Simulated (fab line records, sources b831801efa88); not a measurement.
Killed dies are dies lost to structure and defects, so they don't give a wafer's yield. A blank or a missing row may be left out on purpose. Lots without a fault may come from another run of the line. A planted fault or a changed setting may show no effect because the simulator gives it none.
One fault seen from 2 desks | flow gf180mcu | each desk has only its own numbers; what lay behind them comes last

THE TOOL OWNER'S DESK: hdpcvd-02
The tool's own readings at GF_V3_CVD_00 (deposits SiO2, target thk 600 nm, time 100 s): means of the sampled wafers that have a number, for each lot that ran on this tool. A lot is out of limits, marked OUT, if its mean lies more than 4 standard deviations from the usual mean; the brackets give that distance.
Columns: A = sih4_flow_sccm at GF_V3_CVD_00, usual 60.00 sccm
lot  | first seen here | A
L827 | day 22 07:47    | 59.90
L829 | day 22 19:44    | 60.03
L830 | day 23 01:49    | 60.11
L836 | day 25 13:42    | 64.07 (+21) OUT
L846 | day 29 04:50    | 59.82
L847 | day 29 05:16    | 60.16
This desk's finding: out of limits on L836; first on L836, day 25 13:42 (sih4_flow_sccm at GF_V3_CVD_00). In limits: L827, L829, L830, L846, L847.

THE METROLOGY DESK
What the gauges read, lot by lot, whatever tool the lot ran on: means of the sampled wafers that have a number. A lot is out of limits, marked OUT, if its mean lies more than 4 standard deviations from the usual mean; the brackets give that distance.
Columns: A = M2_ALCU_THK at GF_M2_THK_MEAS_06, usual 449 nm; B = V2_BOW at GF_V2_BOW_MEAS_05, usual 100 um; C = V3_CVD_00_THK at GF_V3_THK_MEAS_01, usual 598 nm; D = V3_W_RS at GF_V3_RS_MEAS_24, usual 0.326 ohm/sq
lot  | first seen here | A   | B   | C              | D
L826 | day 18 18:58    | 441 | 108 | 592            | 0.331
L827 | day 19 04:27    | 445 | 104 | 599            | 0.329
L829 | day 19 17:44    | 450 | 102 | 600            | 0.329
L830 | day 19 23:15    | 446 | 95  | 594            | 0.326
L831 | day 20 09:08    | 446 | 94  | 595            | 0.322
L832 | day 20 16:42    | 452 | 98  | 598            | 0.327
L836 | day 22 16:19    | 451 | 97  | 638 (+7.5) OUT | 0.327
L841 | day 25 06:04    | 447 | 105 | 595            | 0.326
L842 | day 25 07:08    | 447 | 95  | 601            | 0.322
L844 | day 26 03:49    | 444 | 93  | 597            | 0.322
L846 | day 26 12:20    | 450 | 102 | 601            | 0.318
L847 | day 26 14:33    | 441 | 93  | 600            | 0.326
L845 | day 26 14:44    | 449 | 116 | 592            | 0.329
This desk's finding: out of limits on L836; first on L836, day 25 13:46 (V3_CVD_00_THK at GF_V3_THK_MEAS_01). In limits: L826, L827, L829, L830, L831, L832, L841, L842, L844, L846, L847, L845.

PUT TOGETHER
The tool owner's desk could have raised an alarm at day 25 13:42, on L836.
The metrology desk could have raised an alarm at day 25 13:46, on L836.
Of the lots named, all ran GF_V3_CVD_00 on hdpcvd-02.

WHAT THE SIMULATOR HAD PUT IN
Process parameter drift: hdpcvd-02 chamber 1, from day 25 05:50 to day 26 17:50, at GF_V3_CVD_00. Setting sih4_flow_sccm, moved by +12, from 60. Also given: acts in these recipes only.
Lots struck among those shown: L836.
Hours from the fault's start to each desk's first reading out of limits: the tool owner's desk, 8; the metrology desk, 8.
